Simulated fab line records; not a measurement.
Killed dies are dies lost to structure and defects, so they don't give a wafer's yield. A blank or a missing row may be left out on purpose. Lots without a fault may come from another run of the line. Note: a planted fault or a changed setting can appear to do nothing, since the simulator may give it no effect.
Code-filled problem report in 8D (eight disciplines) form	flow sky130	the parts of the form that need people (team, actions taken, sign-off) are left out

## 1. WHAT IS WRONG
VT_ADJUST_NCORE_TW at SKY_VT_ADJUST_NCORE_TW_MEAS_11 reads a mean of 30.2 on 3 wafers of 1 lot; wafers without a fault read 220.4 with a standard deviation of 1.3. That is -99 or more standard deviations from the usual mean.
Earliest sighting: wafer L969.1 on film-metro-03 at day 13 02:22. The record has a number at this step for 39 wafers belonging to 13 lots. Rule for "out" (also "out of limits"): further than 4 standard deviations from the usual mean. All remaining wafers that have a number are taken as sound.

## 2. WHAT IT IS, WHAT IT ISN'T
question	is	is not
which readings at this step	VT_ADJUST_NCORE_TW	-
which lots	L969	L955, L956, L957, L959, L961, L962, L963, L966, L967, L968, L975, L978
which wafers of those lots	all that have a number	-
read on which gauges	film-metro-03	film-metro-02, film-metro-04
when	from day 13 02:22	up to then (30 sound wafers); but 6 sound wafers of L975, L978 came after

## 3. THE SUSPECTS, EACH WITH WHAT RULES IT OUT
Counting: a tool stays on the suspect list if, at a process step up to the reading, it processed all lots that are out and no sound lot following the first of them.
- the gauge at SKY_VT_ADJUST_NCORE_TW_MEAS_11 has been ruled out. All the wafers that are out were read on film-metro-03, but those of them that SKY_VT_ADJUST_LVTN_STRIP_20 has rows for are out there too, on other tools.
- plasma-asher-02 at SKY_VT_ADJUST_LVTN_STRIP_20 (strips in O2/N2): kept. It ran the lot that is out, L969 (day 12 01:20), and no sound lot after that; its last sound lot up to then is L968 (day 11 16:29). Its own readings are out on those wafers: oes-product-au.
- plasma-asher-02 at SKY_VT_ADJUST_NCORE_STRIP_10 (strips in O2/N2): kept. It ran the lot that is out, L969 (day 13 02:16), and no sound lot after that; its last sound lot up to then is L961 (day 10 15:00). Its own readings are out on those wafers: strip-time-to-endpoint-s.
The count leaves plasma-asher-02 at SKY_VT_ADJUST_NCORE_STRIP_10 and plasma-asher-02 at SKY_VT_ADJUST_LVTN_STRIP_20.

## 4. THE CAUSE (what the simulator had put in)
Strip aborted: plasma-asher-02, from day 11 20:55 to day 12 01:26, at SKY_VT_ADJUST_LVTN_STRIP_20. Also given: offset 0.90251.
Counting leaves 2 suspects; this tool is one of them.

## 5. THE CHAIN OF EFFECTS, in route order
Each row: a reading where the mean over the struck wafers with a number is more than 3 standard deviations away from the usual. Readings are gone through only where the record gives a usual standard deviation; hours: the median, over the lots, of the time from a lot's start at the first step in this table giving one to that lot's start at this step; sigmas: the change measured in usual standard deviations.
hours	step	reading	usual	on struck wafers	change	sigmas
0	SKY_VT_ADJUST_LVTN_STRIP_20	oes-product-au	0.716 a.u.	0.909	+0.193	+47
25	SKY_VT_ADJUST_NCORE_STRIP_10	strip-time-to-endpoint-s	14.17 s	25.78	+11.61	+99 or more
25	SKY_VT_ADJUST_NCORE_TW_MEAS_11	VT_ADJUST_NCORE_TW	220.4	30.2	-190.2	-99 or more
Its process steps:
- SKY_VT_ADJUST_LVTN_STRIP_20: strips in O2/N2.
- SKY_VT_ADJUST_NCORE_STRIP_10: strips in O2/N2.
Readings that are blank on the struck wafers while sound wafers have them: strip-time-to-endpoint-s at SKY_VT_ADJUST_LVTN_STRIP_20.

## 6. HOW IT WOULD HAVE BEEN CAUGHT EARLIER
In this record the first reading out of limits at a measuring or inspecting step was taken at day 13 02:22, 29 hours after the fault began at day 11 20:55.
At SKY_VT_ADJUST_LVTN_STRIP_20, the tool's own readings (oes-product-au) were out on each struck wafer the step has a row for, so an alarm limit on them would have fired on the first such wafer.
All the lots that are out (1) had begun SKY_VT_ADJUST_LVTN_STRIP_20 on plasma-asher-02 by day 13 02:22. A hold on the tool at that time would have spared none of them.
